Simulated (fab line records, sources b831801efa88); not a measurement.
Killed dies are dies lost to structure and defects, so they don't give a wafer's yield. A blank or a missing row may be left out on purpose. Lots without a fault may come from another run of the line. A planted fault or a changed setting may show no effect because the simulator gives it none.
Problem report in the 8D (eight disciplines) form, filled by code | flow sky130 | the parts of the form that need people (team, actions taken, sign-off) are left out

1. THE PROBLEM
killed_at_M4_up at SKY_PAD_OPEN_PROBE_99 reads a mean of 28.5 on 2 wafers of 2 lots; wafers without a fault read 3.3 with a standard deviation of 1.9. That is +13 standard deviations from the usual mean.
First seen on wafer L262.2, day 49 07:40, on prober-01. The record holds 18 wafers of 6 lots with a number at this step. Rule for "out", or "out of limits": more than 4 standard deviations from the usual mean. The other wafers with a number count as sound.

2. WHAT IT IS AND WHAT IT IS NOT
question                    | is                | is not
which readings at this step | killed_at_M4_up   | killed_at_contacts, killed_at_front_end, killed_at_other, killed_open, killed_short, sort_bin_3_pad_short, sort_bin_6_memory
which lots                  | L262, L269        | L249, L256, L258, L265
which wafers of those lots  | L262.2, L269.4    | L262.1, L262.3, L269.3, L269.6
read on which tools         | prober-01         | prober-02
when                        | from day 49 07:40 | up to then (10 sound wafers); but 6 sound wafers of L262, L265, L269 came after

3. SUSPECTS, AND WHAT RULES EACH OUT
Counting: a tool at a process step up to the reading stays a suspect if it ran every lot that is out. Sound lots after the first of them don't rule it out here, since some wafers of a struck lot are sound.
- cvd_w-02 at SKY_VIA4_CVD_18 (deposits W, target thk 505 nm, time 152.14 s): kept. It ran every lot that is out, first L262 (day 46 16:01); its last sound lot up to then is L258 (day 45 20:34).
- cmp-02 at SKY_VIA4_CMP_21 (polishes, stops on SiO2, t overpolish 25 s, target thk 0 nm): kept. It ran every lot that is out, first L262 (day 46 16:26); its last sound lot up to then is L256 (day 45 01:57).
- pvd_sputter-03 at SKY_METAL5_SPUTTER_02 (material AlCu, target thk 1150 nm, time 61.2 s): kept. It ran every lot that is out, first L262 (day 46 16:47); its last sound lot up to then is L258 (day 45 21:15).
- pvd_sputter-03 at SKY_METAL5_SPUTTER_04 (material TiN, target thk 70 nm, time 58.3 s): kept. It ran every lot that is out, first L262 (day 46 16:52); its last sound lot up to then is L258 (day 45 21:19).
- rie_metal-02 at SKY_METAL5_METAL_ETCH_15 (etches the open film in Cl2/BCl3, stops on SiO2, target depth 1260 nm, time 252 s): kept. It ran every lot that is out, first L262 (day 47 14:03); its last sound lot up to then is L256 (day 45 23:42).
- pecvd-01 at SKY_PASSIVATION_CVD_00 (deposits SiO2, target thk 90 nm): kept. It ran every lot that is out, first L262 (day 47 14:52); its last sound lot up to then is L256 (day 46 00:31).
- prober-01 at SKY_PAD_OPEN_PROBE_99: kept. It ran every lot that is out, first L262 (day 49 07:37); its last sound lot up to then is L258 (day 48 12:41). Its own readings are out on those wafers: killed_at_M4_up.
- Within cvd_w-02 at SKY_VIA4_CVD_18: the wafers that are out ran in chamber 0; their sound lot-mates ran in chamber 1.
Left after counting: cvd_w-02 at SKY_VIA4_CVD_18, cmp-02 at SKY_VIA4_CMP_21, pvd_sputter-03 at SKY_METAL5_SPUTTER_02, pvd_sputter-03 at SKY_METAL5_SPUTTER_04, rie_metal-02 at SKY_METAL5_METAL_ETCH_15, pecvd-01 at SKY_PASSIVATION_CVD_00, prober-01 at SKY_PAD_OPEN_PROBE_99.

4. THE CAUSE (what the simulator had put in)
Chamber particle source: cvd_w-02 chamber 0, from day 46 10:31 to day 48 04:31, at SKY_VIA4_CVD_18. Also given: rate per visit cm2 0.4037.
Counting left 7 suspects, and this tool is among them.

5. THE CHAIN OF EFFECTS, in route order
Each row: a reading whose mean over the struck wafers that have a number lies more than 3 standard deviations from the usual. Only readings for which the record gives a usual standard deviation are gone through. hours: the time from each lot's start at the first step in this table that gives one to its start at this step, as a median over the lots. sigmas: the change in usual standard deviations.
hours | step                  | reading         | usual | on struck wafers | change | sigmas
0     | SKY_PAD_OPEN_PROBE_99 | killed_at_M4_up | 3.3   | 28.5             | +25.2  | +13
The process steps in it:
- SKY_PAD_OPEN_PROBE_99

6. WHAT WOULD HAVE CAUGHT IT SOONER
In this record the first reading out of limits was taken at day 49 07:40, 69 hours after the fault began at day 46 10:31.
Of the tool readings at SKY_VIA4_CVD_18 for which the record gives a usual standard deviation, none was out on any struck wafer, so an alarm limit of 4 standard deviations on them would not have fired.
All the lots that are out (2) had begun SKY_VIA4_CVD_18 on cvd_w-02 by day 49 07:40. A hold on the tool at that time would have spared none of them.
